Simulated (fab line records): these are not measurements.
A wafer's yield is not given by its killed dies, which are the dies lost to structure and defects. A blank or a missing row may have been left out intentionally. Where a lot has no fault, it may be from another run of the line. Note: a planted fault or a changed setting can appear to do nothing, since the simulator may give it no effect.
Which of the tools did it?	flow gf180mcu	6 lots, 18 wafers sampled, at 3 steps of a route of 602

## WHAT EACH GAUGE READ, for each wafer
GF_SAB_CD_MEAS_09 targets a cd of 420 nm.
lot	measured	on	cd-nm (nm)
L829	day 16 03:37	cd-sem-01	418.4 415.9 418.4
L831	day 16 12:03	cd-sem-02	419.2 420.9 417.5
L840	day 19 13:38	cd-sem-01	300.0 389.1 395.5
L845	day 21 09:37	cd-sem-01	421.4 420.9 421.3
L847	day 22 00:56	cd-sem-02	421.4 419.7 423.0
L850	day 22 21:22	cd-sem-01	421.5 421.9 421.0

## TOOL THAT RAN EACH LOT (tool first, then ch and the chambers of the sampled wafers, then the start)
lot	GF_HV_LDD_STRIP_10	GF_SAB_EXPOSE_06
L829	plasma-asher-01 ch 0,1, day 10 21:00	iline-stepper-02 ch 0, day 15 17:04
L831	plasma-asher-02 ch 0,1, day 11 04:12	iline-stepper-02 ch 0, day 16 01:05
L840	plasma-asher-03 ch 0,1, day 13 17:59	iline-stepper-01 ch 0, day 19 01:33
L845	plasma-asher-02 ch 0,1, day 15 08:36	iline-stepper-02 ch 0, day 20 21:56
L847	plasma-asher-01 ch 0,1, day 15 21:21	iline-stepper-02 ch 0, day 21 12:53
L850	plasma-asher-01 ch 0,1, day 16 17:12	iline-stepper-02 ch 0, day 22 09:33
- GF_HV_LDD_STRIP_10: strips in O2/N2.
- GF_SAB_EXPOSE_06: exposes mask SAB, target cd 420 nm.

## THE ANSWER, worked out from the rows above alone
Rule: the lots themselves supply what counts as usual. The widest of any qualifying gaps counts: lots, ordered by their means at a reading, are off when they make up no more than a third of the lots, leave a main group of 4 or more, and stand apart from it by 3 or more times the standard deviation of that group's means. The tables above print the reading to a certain number of digits; a main group whose means all agree to those digits is not used. A lot without any number at a reading at which 4 lots or more have one is off too. Any other lot the step has rows for is counted as sound.
Off: L840, at GF_SAB_CD_MEAS_09 (cd-nm). The main group: mean 420.2 nm, standard deviation 1.5.
If a tool, at a process step before that reading, ran all the lots that are off and no sound lot after the first of them, it fits. The gauges at GF_SAB_CD_MEAS_09 are tried like those tools. Undecided on this evidence; 2 tools fit (plasma-asher-03 at GF_HV_LDD_STRIP_10, iline-stepper-01 at GF_SAB_EXPOSE_06).

## WHAT THE SIMULATOR HAD INSERTED
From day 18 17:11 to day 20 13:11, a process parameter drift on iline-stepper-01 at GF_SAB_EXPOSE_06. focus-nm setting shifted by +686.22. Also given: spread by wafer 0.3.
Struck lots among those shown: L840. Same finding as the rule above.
